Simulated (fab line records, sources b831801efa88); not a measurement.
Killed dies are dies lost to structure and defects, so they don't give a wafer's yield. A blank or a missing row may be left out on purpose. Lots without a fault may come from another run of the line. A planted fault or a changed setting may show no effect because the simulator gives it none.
Which tool did it? | flow sfq_line | 14 lots, 42 wafers sampled, at 1 step of a route of 325

WHAT THE GAUGES READ, wafer by wafer
The record holds no reading of a measuring or inspecting step that can be judged against a usual standard deviation.

WHICH TOOL RAN EACH LOT (tool, then ch and the chambers of the sampled wafers, then the start)
lot  | SFQ_TRILAYER_M4_BARC_OPEN_METAL_ETCH_123
L195 | rie_metal-01 ch 0,1, day 48 18:16
L196 | rie_metal-04 ch 0, day 49 09:52
L197 | rie_metal-01 ch 0,1, day 49 13:29
L198 | rie_metal-01 ch 0,1, day 49 15:53
L202 | rie_metal-04 ch 0,1, day 53 17:49
L203 | rie_metal-04 ch 0,1, day 53 20:13
L208 | rie_metal-01 ch 0,1, day 54 09:32
L209 | rie_metal-02 ch 0,1, day 54 11:50
L212 | rie_metal-02 ch 0, day 54 23:46
L213 | rie_metal-01 ch 1, day 57 08:23
L214 | rie_metal-04 ch 0,1, day 58 15:19
L215 | rie_metal-02 ch 0,1, day 59 00:56
L216 | rie_metal-02 ch 1, day 59 13:03
L217 | rie_metal-04 ch 0,1, day 59 16:38
- SFQ_TRILAYER_M4_BARC_OPEN_METAL_ETCH_123: etches BARC in O2, target depth 125 nm, time 41.7 s.

WHAT THE TOOLS THEMSELVES READ (means of the sampled wafers that have a number; where no wafer has one, the mark that the record gives instead)
SFQ_TRILAYER_M4_BARC_OPEN_METAL_ETCH_123. Usual: drypump_motor_current_A 5.67 A, standard deviation 0.17; oes_product_au 0.685 a.u., standard deviation 0.0047; run_length_s 70.0 s, standard deviation 0.38.
lot  | tool         | drypump_motor_current_A (A) | oes_product_au (a.u.) | run_length_s (s) | flag
L195 | rie_metal-01 | 5.61                        | 0.689                 | 70.4             |
L196 | rie_metal-04 | 5.80                        | 0.682                 | 69.6             |
L197 | rie_metal-01 | 5.59                        | 0.684                 | 70.1             |
L198 | rie_metal-01 | 5.60                        | 0.682                 | 70.3             |
L202 | rie_metal-04 | 5.87                        | 0.664                 | 73.2             | OFF
L203 | rie_metal-04 | 5.89                        | 0.661                 | 73.3             | OFF
L208 | rie_metal-01 | 5.60                        | 0.683                 | 70.7             |
L209 | rie_metal-02 | 5.50                        | 0.685                 | 69.9             |
L212 | rie_metal-02 | 5.68                        | 0.682                 | 70.0             |
L213 | rie_metal-01 | 5.62                        | 0.683                 | 70.4             |
L214 | rie_metal-04 | 5.88                        | 0.687                 | 69.7             |
L215 | rie_metal-02 | 5.59                        | 0.688                 | 70.0             |
L216 | rie_metal-02 | 5.39                        | 0.683                 | 70.2             |
L217 | rie_metal-04 | 5.88                        | 0.685                 | 69.8             |

THE ANSWER, worked out from the rows above alone
Rule: a lot is off if the mean of its wafers that have a number lies more than 3 standard deviations from the usual mean. A lot without any number at a reading at which 4 lots or more have one is off too. The other lots that the step has rows for count as sound. The gauges are gone through in route order, then the tools' own readings, and for those a lot's mean is taken as printed above. The first step at which some lot is off is used, and at that step the reading that is off furthest; a lot without a number counts as furthest.
Off: L202, L203, at SFQ_TRILAYER_M4_BARC_OPEN_METAL_ETCH_123 (run_length_s).
A tool fits if, at that step or a process step before it, it ran every lot that is off, and no sound lot after the first of them. None of those tried fits.

WHAT THE SIMULATOR HAD PUT IN
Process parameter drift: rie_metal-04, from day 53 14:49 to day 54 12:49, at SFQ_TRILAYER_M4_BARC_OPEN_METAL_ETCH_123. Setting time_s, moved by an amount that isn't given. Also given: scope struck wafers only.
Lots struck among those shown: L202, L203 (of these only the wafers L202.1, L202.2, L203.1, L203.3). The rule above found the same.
